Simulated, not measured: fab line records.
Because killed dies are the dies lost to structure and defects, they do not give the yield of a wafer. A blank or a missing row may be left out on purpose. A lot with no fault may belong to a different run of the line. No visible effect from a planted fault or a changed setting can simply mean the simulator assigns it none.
Which tool is to blame? / flow sky130 / Sampling: 13 lots, 39 wafers, 3 of 708 route steps

WHAT THE GAUGES READ, wafer by wafer
SKY_CONTACT_BOW_MEAS_05. Usual: for CONTACT_BOW the level is 82 um and the standard deviation is 7.5.
lot=L565; measured=day 31 05:25; on=filmMetro-04; CONTACT_BOW (um)=73 83 89; flag=
lot=L569; measured=day 32 13:46; on=filmMetro-04; CONTACT_BOW (um)=80 77 72; flag=
lot=L570; measured=day 32 16:40; on=filmMetro-02; CONTACT_BOW (um)=80 73 91; flag=
lot=L571; measured=day 32 22:37; on=filmMetro-02; CONTACT_BOW (um)=83 87 86; flag=
lot=L572; measured=day 33 02:43; on=filmMetro-02; CONTACT_BOW (um)=70 70 88; flag=
lot=L575; measured=day 34 01:50; on=filmMetro-04; CONTACT_BOW (um)=85 79 88; flag=
lot=L576; measured=day 34 04:31; on=filmMetro-01; CONTACT_BOW (um)=79 85 67; flag=
lot=L577; measured=day 34 09:52; on=filmMetro-01; CONTACT_BOW (um)=82 79 75; flag=
lot=L578; measured=day 35 01:52; on=filmMetro-04; CONTACT_BOW (um)=91 87 81; flag=
lot=L579; measured=day 35 06:01; on=filmMetro-04; CONTACT_BOW (um)=74 87 84; flag=
lot=L583; measured=day 36 23:05; on=filmMetro-04; CONTACT_BOW (um)=74 82 78; flag=
lot=L584; measured=day 37 14:01; on=filmMetro-02; CONTACT_BOW (um)=91 81 97; flag=
lot=L585; measured=day 37 18:03; on=filmMetro-01; CONTACT_BOW (um)=72 92 81; flag=

WHICH TOOL RAN EACH LOT (tool, then ch and the chambers of the sampled wafers, then the start)
lot=L565; SKY_LOCAL_INTERCONNECT_SPUTTER_00=pvdSputter-01, day 30 01:12; SKY_LOCAL_INTERCONNECT_ETCH_13=rieMetal-03 ch 0,1, day 31 04:10
lot=L569; SKY_LOCAL_INTERCONNECT_SPUTTER_00=pvdSputter-03, day 31 09:06; SKY_LOCAL_INTERCONNECT_ETCH_13=rieMetal-01 ch 0,1, day 32 12:31
lot=L570; SKY_LOCAL_INTERCONNECT_SPUTTER_00=pvdSputter-02, day 31 12:01; SKY_LOCAL_INTERCONNECT_ETCH_13=rieMetal-03 ch 0,1, day 32 15:26
lot=L571; SKY_LOCAL_INTERCONNECT_SPUTTER_00=pvdSputter-03, day 31 18:18; SKY_LOCAL_INTERCONNECT_ETCH_13=rieMetal-03 ch 0,1, day 32 21:23
lot=L572; SKY_LOCAL_INTERCONNECT_SPUTTER_00=pvdSputter-03, day 31 22:49; SKY_LOCAL_INTERCONNECT_ETCH_13=rieMetal-04 ch 0,1, day 33 01:29
lot=L575; SKY_LOCAL_INTERCONNECT_SPUTTER_00=pvdSputter-01, day 32 20:58; SKY_LOCAL_INTERCONNECT_ETCH_13=rieMetal-01 ch 0,1, day 34 00:32
lot=L576; SKY_LOCAL_INTERCONNECT_SPUTTER_00=pvdSputter-03, day 33 01:01; SKY_LOCAL_INTERCONNECT_ETCH_13=rieMetal-04 ch 0,1, day 34 03:16
lot=L577; SKY_LOCAL_INTERCONNECT_SPUTTER_00=pvdSputter-02, day 33 06:07; SKY_LOCAL_INTERCONNECT_ETCH_13=rieMetal-04 ch 0,1, day 34 08:35
lot=L578; SKY_LOCAL_INTERCONNECT_SPUTTER_00=pvdSputter-01, day 33 22:16; SKY_LOCAL_INTERCONNECT_ETCH_13=rieMetal-03 ch 0, day 35 00:32
lot=L579; SKY_LOCAL_INTERCONNECT_SPUTTER_00=pvdSputter-01, day 34 02:12; SKY_LOCAL_INTERCONNECT_ETCH_13=rieMetal-03 ch 0,1, day 35 04:44
lot=L583; SKY_LOCAL_INTERCONNECT_SPUTTER_00=pvdSputter-03, day 35 20:13; SKY_LOCAL_INTERCONNECT_ETCH_13=rieMetal-03 ch 0,1, day 36 21:50
lot=L584; SKY_LOCAL_INTERCONNECT_SPUTTER_00=pvdSputter-03, day 36 10:58; SKY_LOCAL_INTERCONNECT_ETCH_13=rieMetal-01 ch 0,1, day 37 12:47
lot=L585; SKY_LOCAL_INTERCONNECT_SPUTTER_00=pvdSputter-02, day 36 14:22; SKY_LOCAL_INTERCONNECT_ETCH_13=rieMetal-03 ch 0,1, day 37 16:44
- SKY_LOCAL_INTERCONNECT_SPUTTER_00: material TiN, target thk 100 nm, time 83.3 s.
- SKY_LOCAL_INTERCONNECT_ETCH_13: etches BARC in N2/H2, stops on SiO2, time 45.9 s, target depth 60 nm.

AS READ BY THE TOOLS THEMSELVES (means over the sampled wafers that have a number; for cases with no such wafer, the mark the record gives instead)
SKY_LOCAL_INTERCONNECT_SPUTTER_00. Usual: throttleValvePct 30.0 %, standard deviation 1.1.
lot=L565; tool=pvdSputter-01; throttleValvePct (%)=29.8; flag=
lot=L569; tool=pvdSputter-03; throttleValvePct (%)=28.9; flag=
lot=L570; tool=pvdSputter-02; throttleValvePct (%)=30.9; flag=
lot=L571; tool=pvdSputter-03; throttleValvePct (%)=30.4; flag=
lot=L572; tool=pvdSputter-03; throttleValvePct (%)=28.8; flag=
lot=L575; tool=pvdSputter-01; throttleValvePct (%)=30.6; flag=
lot=L576; tool=pvdSputter-03; throttleValvePct (%)=30.2; flag=
lot=L577; tool=pvdSputter-02; throttleValvePct (%)=29.9; flag=
lot=L578; tool=pvdSputter-01; throttleValvePct (%)=30.7; flag=
lot=L579; tool=pvdSputter-01; throttleValvePct (%)=30.6; flag=
lot=L583; tool=pvdSputter-03; throttleValvePct (%)=30.4; flag=
lot=L584; tool=pvdSputter-03; throttleValvePct (%)=30.5; flag=
lot=L585; tool=pvdSputter-02; throttleValvePct (%)=29.8; flag=

SKY_LOCAL_INTERCONNECT_ETCH_13. Usual: drypumpMotorCurrentA 5.62 A, standard deviation 0.15; oesProductAu 0.854 a.u., standard deviation 0.005; throttleValvePct 13.224 %, standard deviation 0.0091.
lot=L565; tool=rieMetal-03; drypumpMotorCurrentA (A)=5.69; oesProductAu (a.u.)=0.856; throttleValvePct (%)=13.233; flag=
lot=L569; tool=rieMetal-01; drypumpMotorCurrentA (A)=5.59; oesProductAu (a.u.)=0.854; throttleValvePct (%)=13.216; flag=
lot=L570; tool=rieMetal-03; drypumpMotorCurrentA (A)=5.73; oesProductAu (a.u.)=0.854; throttleValvePct (%)=13.231; flag=
lot=L571; tool=rieMetal-03; drypumpMotorCurrentA (A)=5.72; oesProductAu (a.u.)=0.856; throttleValvePct (%)=13.219; flag=
lot=L572; tool=rieMetal-04; drypumpMotorCurrentA (A)=5.56; oesProductAu (a.u.)=0.853; throttleValvePct (%)=13.230; flag=
lot=L575; tool=rieMetal-01; drypumpMotorCurrentA (A)=5.59; oesProductAu (a.u.)=0.854; throttleValvePct (%)=13.239; flag=
lot=L576; tool=rieMetal-04; drypumpMotorCurrentA (A)=5.59; oesProductAu (a.u.)=0.855; throttleValvePct (%)=13.221; flag=
lot=L577; tool=rieMetal-04; drypumpMotorCurrentA (A)=5.61; oesProductAu (a.u.)=0.856; throttleValvePct (%)=13.228; flag=
lot=L578; tool=rieMetal-03; drypumpMotorCurrentA (A)=5.62; oesProductAu (a.u.)=0.854; throttleValvePct (%)=13.220; flag=
lot=L579; tool=rieMetal-03; drypumpMotorCurrentA (A)=5.69; oesProductAu (a.u.)=0.854; throttleValvePct (%)=13.226; flag=
lot=L583; tool=rieMetal-03; drypumpMotorCurrentA (A)=5.67; oesProductAu (a.u.)=0.859; throttleValvePct (%)=13.232; flag=
lot=L584; tool=rieMetal-01; drypumpMotorCurrentA (A)=5.59; oesProductAu (a.u.)=0.854; throttleValvePct (%)=13.223; flag=
lot=L585; tool=rieMetal-03; drypumpMotorCurrentA (A)=5.68; oesProductAu (a.u.)=0.851; throttleValvePct (%)=13.230; flag=

THE ANSWER, worked out from the rows above alone
Rule: lot off if the mean of its wafers having a number is beyond 3 standard deviations from the usual mean. A lot without any number at a reading at which 4 lots or more have one is off too. Any other lot the step has rows for is counted as sound. The gauges are gone through in route order, then the tools' own readings, and for those a lot's mean is taken as printed above. At the first step where some lot is off, the reading lying furthest off is the one used; lots without a number count as furthest.
No lot is off on any of the readings shown, so nothing can be concluded from this.

WHAT HAD BEEN PUT IN BY THE SIMULATOR
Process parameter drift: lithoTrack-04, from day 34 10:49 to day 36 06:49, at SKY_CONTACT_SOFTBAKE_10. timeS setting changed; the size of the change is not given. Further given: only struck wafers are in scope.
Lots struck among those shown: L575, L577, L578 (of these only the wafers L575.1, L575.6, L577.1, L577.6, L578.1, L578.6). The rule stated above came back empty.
